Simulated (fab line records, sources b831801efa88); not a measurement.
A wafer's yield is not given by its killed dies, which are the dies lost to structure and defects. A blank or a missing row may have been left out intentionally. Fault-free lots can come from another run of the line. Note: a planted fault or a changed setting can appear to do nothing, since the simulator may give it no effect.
Chamber matching ; flow sky130 ; rieDiel-04 running SKY_VIA2_ETCH_15: 4 sister chambers
The step etches SiO2 in C4F8/O2/Ar, stops on TiN, target depth 546 nm, time 85.76 s. 24 wafers are shown with their chamber, then 12 later ones without.

== WAFERS WITH THEIR CHAMBER ==
wafer;chamber;oesProductAu (a.u.)
L076.1;2;0.943
L076.2;0;0.943
L076.3;1;0.937
L076.4;3;0.929
L076.5;3;0.940
L076.6;2;0.939
L080.2;0;0.929
L080.4;2;0.933
L080.5;3;0.940
L085.1;2;0.936
L085.4;3;0.933
L085.6;0;0.939
L086.1;1;0.933
L086.4;2;0.937
L086.5;3;0.943
L088.3;3;0.941
L088.4;2;0.948
L088.6;1;0.942
L089.1;0;0.932
L089.2;2;0.935
L089.3;1;0.940
L089.4;3;0.934
L089.5;2;0.935
L089.6;1;0.938

SIGNATURES (means of the wafers above)
reading;chamber 0;chamber 1;chamber 2;chamber 3;scatter within a chamber
oesProductAu;0.93575;0.93800;0.93825;0.93714;0.00501
Rule: for a wafer and a chamber, the distance is found by dividing, reading by reading, the gap between the wafer's reading and the chamber's mean by the reading's scatter, squaring, summing and taking the root. If the next closest chamber is less than 2 further off than the closest, the wafer can't be placed; otherwise it belongs to the closest. The scatter is the square root of a quotient: the sum, over the shown wafers, of each reading's squared deviation from its chamber's mean, divided by wafers minus chambers.

== WAFERS MISSING THEIR CHAMBER ==
wafer;oesProductAu (a.u.)
L091.1;0.938
L091.2;0.936
L091.3;0.936
L091.4;0.935
L091.5;0.941
L091.6;0.923
L092.2;0.931
L092.3;0.934
L092.6;0.932
L093.1;0.944
L093.4;0.942
L093.5;0.950

== THE CHAMBER EACH PASSED THROUGH ==
wafer;from the rows above;in truth
L091.1;can't be placed: 1 or 2 or 3 or 0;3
L091.2;can't be placed: 0 or 3 or 1 or 2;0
L091.3;can't be placed: 0 or 3 or 1 or 2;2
L091.4;can't be placed: 0 or 3 or 1 or 2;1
L091.5;can't be placed: 2 or 1 or 3 or 0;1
L091.6;can't be placed: 0 or 3 or 1 or 2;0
L092.2;can't be placed: 0 or 3 or 1 or 2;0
L092.3;can't be placed: 0 or 3 or 1 or 2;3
L092.6;can't be placed: 0 or 3 or 1 or 2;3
L093.1;can't be placed: 2 or 1 or 3 or 0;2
L093.4;can't be placed: 2 or 1 or 3 or 0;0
L093.5;can't be placed: 2 or 1 or 3 or 0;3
Correctly placed: 0 of 12. Not placeable from these rows: 12 (in 12, the candidates include the true chamber). 0 placed wrongly.
